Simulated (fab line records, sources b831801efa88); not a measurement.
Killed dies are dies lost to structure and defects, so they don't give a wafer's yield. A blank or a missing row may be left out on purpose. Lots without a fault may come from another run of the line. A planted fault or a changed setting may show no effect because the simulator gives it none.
Which tool did it? | flow sky130 | 10 lots, 30 wafers sampled, at 1 step of a route of 708

WHAT THE GAUGES READ, wafer by wafer
SKY_CAP2M_THK_MEAS_01.
lot  | measured     | on            | CAP2M_CVD_00_THK (nm)
L330 | day 39 12:53 | film_metro-03 | 15.55 15.85 15.87
L331 | day 39 22:56 | film_metro-04 | 15.30 15.58 15.69
L336 | day 41 17:01 | film_metro-03 | 15.60 15.54 15.53
L337 | day 41 19:23 | film_metro-03 | 15.49 15.70 15.67
L338 | day 42 21:19 | film_metro-04 | 15.33 15.67 15.50
L339 | day 42 23:37 | film_metro-04 | 15.59 15.51 15.55
L347 | day 44 15:52 | film_metro-03 | 15.35 15.49 15.78
L349 | day 45 04:17 | film_metro-02 | 15.20 15.12 15.72
L351 | day 45 15:04 | film_metro-04 | 15.43 15.29 15.67
L352 | day 45 21:23 | film_metro-04 | 15.29 15.26 15.37

WHICH TOOL RAN EACH LOT (tool, then ch and the chambers of the sampled wafers, then the start)
The record holds no process step before these readings.

THE ANSWER, worked out from the rows above alone
Rule: what is usual is taken from the lots themselves. Put in order of their means at a reading, lots are off if they are a third of the lots or fewer, leave a main group of 4 or more, and stand apart from it by a gap of 3 or more times the standard deviation of the main group's means; of several such gaps the widest counts. A main group whose means are all the same, to the digits that the tables above print for the reading, isn't used. A lot without any number at a reading at which 4 lots or more have one is off too. The other lots that the step has rows for count as sound.
No lot is off at any reading shown: from this, nothing can be told.

WHAT THE SIMULATOR HAD PUT IN
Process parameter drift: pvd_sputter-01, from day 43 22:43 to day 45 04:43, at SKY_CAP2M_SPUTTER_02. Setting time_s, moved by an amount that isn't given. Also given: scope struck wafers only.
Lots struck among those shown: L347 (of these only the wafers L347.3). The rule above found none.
